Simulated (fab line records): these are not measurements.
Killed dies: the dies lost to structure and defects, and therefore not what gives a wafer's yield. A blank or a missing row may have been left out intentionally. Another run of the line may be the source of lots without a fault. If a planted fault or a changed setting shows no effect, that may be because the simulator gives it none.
2 desks, one fault || flow gf180mcu || only its own numbers are on each desk; what lay behind them is given at the end

DESK OF THE TOOL OWNER: litho_track-01
The tool's own readings at GF_M1_SOFTBAKE_10 (time 60 s): means of the sampled wafers that have a number, for each lot that ran on this tool. Any lot whose mean is over 4 standard deviations away from the usual mean is out of limits and marked OUT; that distance is given in the brackets.
Columns: A = chill_plate_temp_C at GF_M1_SOFTBAKE_10, usual 23.00 C; B = heater_power_total_W at GF_M1_SOFTBAKE_10, usual 93.04 W; C = plate_temp_C at GF_M1_SOFTBAKE_10, usual 129.97 C
{"lot": "L494", "first seen here": "day 16 12:09", "A": 22.94, "B": 93.02, "C": 129.97}
{"lot": "L505", "first seen here": "day 20 16:29", "A": 23.05, "B": "91.87 (-21) OUT", "C": "128.58 (-11) OUT"}
{"lot": "L506", "first seen here": "day 21 02:38", "A": 23.09, "B": "91.85 (-21) OUT", "C": "128.64 (-10) OUT"}
{"lot": "L514", "first seen here": "day 24 00:05", "A": 22.85, "B": 93.00, "C": 129.89}
{"lot": "L516", "first seen here": "day 24 11:10", "A": 22.95, "B": 93.07, "C": 129.99}
{"lot": "L517", "first seen here": "day 24 17:05", "A": 23.00, "B": 93.01, "C": 129.94}
This desk's verdict: out of limits on L505, L506, starting with L505 at day 20 16:29 (heater_power_total_W at GF_M1_SOFTBAKE_10). L494, L514, L516, L517: within limits.

METROLOGY DESK
Means of the sampled wafers that have a number, per lot and without regard to the tool the lot ran on: this is what the gauges read. Any lot whose mean is over 4 standard deviations away from the usual mean is out of limits and marked OUT; that distance is given in the brackets.
Columns: A = M1_ALCU_RS at GF_M1_RS_MEAS_05, usual 0.0695 ohm/sq; B = M1_ALCU_THK at GF_M1_THK_MEAS_06, usual 448 nm; C = cd_nm at GF_M1_CD_MEAS_14, usual 230.1 nm
{"lot": "L494", "first seen here": "day 16 00:35", "A": 0.0696, "B": 445, "C": 232.3}
{"lot": "L495", "first seen here": "day 16 08:21", "A": 0.0705, "B": 440, "C": 230.0}
{"lot": "L496", "first seen here": "day 16 22:50", "A": 0.0690, "B": 449, "C": 230.4}
{"lot": "L505", "first seen here": "day 20 04:59", "A": 0.0686, "B": 457, "C": 232.8}
{"lot": "L506", "first seen here": "day 20 14:38", "A": 0.0697, "B": 447, "C": 234.5}
{"lot": "L510", "first seen here": "day 22 09:37", "A": 0.0710, "B": 435, "C": 230.5}
{"lot": "L512", "first seen here": "day 22 18:07", "A": 0.0706, "B": 444, "C": 231.4}
{"lot": "L513", "first seen here": "day 23 03:51", "A": 0.0693, "B": 452, "C": 233.2}
{"lot": "L514", "first seen here": "day 23 13:17", "A": 0.0689, "B": 453, "C": 230.6}
{"lot": "L515", "first seen here": "day 23 22:21", "A": 0.0698, "B": 447, "C": 229.1}
{"lot": "L516", "first seen here": "day 23 23:58", "A": 0.0683, "B": 450, "C": 230.4}
{"lot": "L517", "first seen here": "day 24 06:31", "A": 0.0697, "B": 444, "C": 227.9}
This desk found nothing out of limits on any of the 12 lots.

PUT TOGETHER
On L505, L506, at day 20 16:29, an alarm was possible from the tool owner's desk.
From the metrology desk's view, nothing was out of limits.
The metrology desk holds a record of L505, L506, inside its limits.
Of the lots named, all ran GF_M1_SOFTBAKE_10 on litho_track-01.

WHAT THE SIMULATOR HAD INSERTED
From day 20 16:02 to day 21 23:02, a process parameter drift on litho_track-01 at GF_M1_SOFTBAKE_10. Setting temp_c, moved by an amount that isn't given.
Lots struck among those shown: L505, L506.
Hours from the fault's start to each desk's first reading out of limits: the tool owner's desk, 0.
